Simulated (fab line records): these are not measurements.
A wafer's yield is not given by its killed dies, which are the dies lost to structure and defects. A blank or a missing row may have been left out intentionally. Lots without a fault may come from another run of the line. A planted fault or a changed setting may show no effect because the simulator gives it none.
8D (eight disciplines) problem report, filled in by code	flow sky130	the parts of the form that need people (team, actions taken, sign-off) are left out

== 1. PROBLEM STATEMENT ==
SKY_PAD_OPEN_PROBE_99, killed_at_M4_up: mean 44.7 on 3 wafers (1 lot); fault-free wafers 3.0, standard deviation 1.8. That is +23 standard deviations from the usual mean.
Seen first at day 47 06:41 on prober-02, wafer L656.3. The record holds 3 wafers of 1 lot with a number at this step. Rule for "out" (also "out of limits"): further than 4 standard deviations from the usual mean. The rest of the wafers with a number are treated as sound.

== 2. WHAT IT IS, AND WHAT IT ISN'T ==
question	is	is not
which readings at this step	killed_at_M4_up	killed_at_M0_to_M3, killed_at_contacts, killed_at_front_end, killed_at_other, killed_open, killed_short, sort_bin_6_memory
which lots	L656	-
which wafers of those lots	all that have a number	-
read on which tools	prober-02	-
when	from day 47 06:41	up to then (0 sound wafers)

== 3. WHAT RULES OUT EACH SUSPECT ==
Counting: a tool stays on the suspect list if, at a process step up to the reading, it processed all lots that are out and no sound lot following the first of them.
- cvd_w-02 at SKY_VIA3_CVD_21 (deposits W, target thk 390 nm, time 117.31 s): kept. It ran the lot that is out, L656 (day 41 11:00), and no sound lot after that.
- wet_bench-02 at SKY_VIA4_CLEAN_16 (cleans in O3/DIW): kept. It ran the lot that is out, L656 (day 44 11:22), and no sound lot after that.
- pvd_sputter-03 at SKY_METAL5_SPUTTER_02 (material AlCu, target thk 1150 nm, time 61.2 s): kept. It ran the lot that is out, L656 (day 44 12:12), and no sound lot after that.
- prober-02 at SKY_PAD_OPEN_PROBE_99: kept. It ran the lot that is out, L656 (day 47 06:41), and no sound lot after that. On those wafers its own readings are out: killed_at_M4_up.
Left after counting: cvd_w-02 at SKY_VIA3_CVD_21, wet_bench-02 at SKY_VIA4_CLEAN_16, pvd_sputter-03 at SKY_METAL5_SPUTTER_02, prober-02 at SKY_PAD_OPEN_PROBE_99.

== 4. THE CAUSE (what the simulator had put in) ==
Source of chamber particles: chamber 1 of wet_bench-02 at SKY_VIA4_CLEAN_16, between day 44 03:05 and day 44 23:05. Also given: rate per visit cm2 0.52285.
Of the 4 suspects that counting leaves, this tool is one.

== 5. THE EFFECT CHAIN, in route order ==
One row per reading whose mean, taken over the struck wafers that have a number, lies over 3 standard deviations from the usual. Scope: only readings with a usual standard deviation given in the record; hours: median across lots of the time from each lot's start at the first step in this table that gives one to its start at this step; sigmas: change in usual standard deviations.
hours	step	reading	usual	on struck wafers	change	sigmas
0	SKY_PAD_OPEN_PROBE_99	defect_limited_yield	82.5 %	75.0	-7.5	-3.9
0	SKY_PAD_OPEN_PROBE_99	killed_at_M4_up	3.0	44.7	+41.7	+23
0	SKY_PAD_OPEN_PROBE_99	killed_dies	86	123	+37	+4.0
0	SKY_PAD_OPEN_PROBE_99	sort_bin_3_pad_short	0.9 %	2.3	+1.4	+3.5
0	SKY_PAD_OPEN_PROBE_99	sort_bin_5_function	10.4 %	15.2	+4.8	+3.5
0	SKY_PAD_OPEN_PROBE_99	sort_n_pass	406	369	-37	-4.0
0	SKY_PAD_OPEN_PROBE_99	sort_yield_pct	82.5 %	75.0	-7.5	-3.9
The process steps in it:
- SKY_PAD_OPEN_PROBE_99

== 6. HOW IT WOULD HAVE BEEN CAUGHT EARLIER ==
76 hours passed between the start of the fault at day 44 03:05 and the first reading out of limits in this record, taken at day 47 06:41.
By day 47 06:41, every lot that is out (1) had started SKY_VIA4_CLEAN_16 on wet_bench-02. A hold on the tool at that time would have spared none of them.
